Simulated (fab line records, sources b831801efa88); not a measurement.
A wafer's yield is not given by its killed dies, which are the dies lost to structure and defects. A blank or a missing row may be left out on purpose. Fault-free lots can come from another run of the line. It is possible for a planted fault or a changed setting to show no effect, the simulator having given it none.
Chamber matching / flow sky130 / SKY_CAP2M_CVD_00 on pecvd-04 has 3 sister chambers
The step deposits SiO2, target thk 15.5 nm. 16 wafers are shown with their chamber, then 8 later ones without.

== WAFERS WITH THEIR CHAMBER ==
wafer=L075.1; chamber=2; heater_power_w (W)=591
wafer=L075.2; chamber=1; heater_power_w (W)=676
wafer=L075.5; chamber=2; heater_power_w (W)=617
wafer=L079.1; chamber=1; heater_power_w (W)=711
wafer=L079.2; chamber=2; heater_power_w (W)=665
wafer=L079.3; chamber=0; heater_power_w (W)=709
wafer=L079.4; chamber=0; heater_power_w (W)=705
wafer=L079.5; chamber=1; heater_power_w (W)=704
wafer=L079.6; chamber=2; heater_power_w (W)=649
wafer=L082.3; chamber=0; heater_power_w (W)=723
wafer=L082.5; chamber=1; heater_power_w (W)=673
wafer=L082.6; chamber=2; heater_power_w (W)=547
wafer=L084.1; chamber=1; heater_power_w (W)=599
wafer=L084.2; chamber=2; heater_power_w (W)=677
wafer=L084.3; chamber=0; heater_power_w (W)=586
wafer=L084.4; chamber=1; heater_power_w (W)=603

SIGNATURES, as means of the wafers listed above
reading=heater_power_w; chamber 0=680.75; chamber 1=661.00; chamber 2=624.33; scatter within a chamber=52.8
Rule: distance of a wafer from a chamber = root of the sum over the readings of ((wafer's reading minus chamber's mean) / reading's scatter) squared. If the next closest chamber is less than 2 further off than the closest, the wafer can't be placed; otherwise it belongs to the closest. How the scatter is found: for the shown wafers, subtract from each reading the mean of its chamber, square and add these, divide the total by (wafers less chambers), then take the root.

== WAFERS MISSING THEIR CHAMBER ==
wafer=L084.5; heater_power_w (W)=591
wafer=L084.6; heater_power_w (W)=660
wafer=L095.1; heater_power_w (W)=621
wafer=L095.2; heater_power_w (W)=726
wafer=L095.3; heater_power_w (W)=616
wafer=L095.4; heater_power_w (W)=595
wafer=L095.5; heater_power_w (W)=610
wafer=L095.6; heater_power_w (W)=715

== CHAMBER TAKEN BY EACH ==
wafer=L084.5; from the rows above=can't be placed: 2 or 1 or 0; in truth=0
wafer=L084.6; from the rows above=can't be placed: 1 or 0 or 2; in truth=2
wafer=L095.1; from the rows above=can't be placed: 2 or 1 or 0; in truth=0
wafer=L095.2; from the rows above=can't be placed: 0 or 1 or 2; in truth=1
wafer=L095.3; from the rows above=can't be placed: 2 or 1 or 0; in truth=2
wafer=L095.4; from the rows above=can't be placed: 2 or 1 or 0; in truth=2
wafer=L095.5; from the rows above=can't be placed: 2 or 1 or 0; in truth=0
wafer=L095.6; from the rows above=can't be placed: 0 or 1 or 2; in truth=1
Placed correctly: 0 of 8. These rows do not allow placing 8 (true chamber among the candidates in 8). Number placed wrongly: 0.
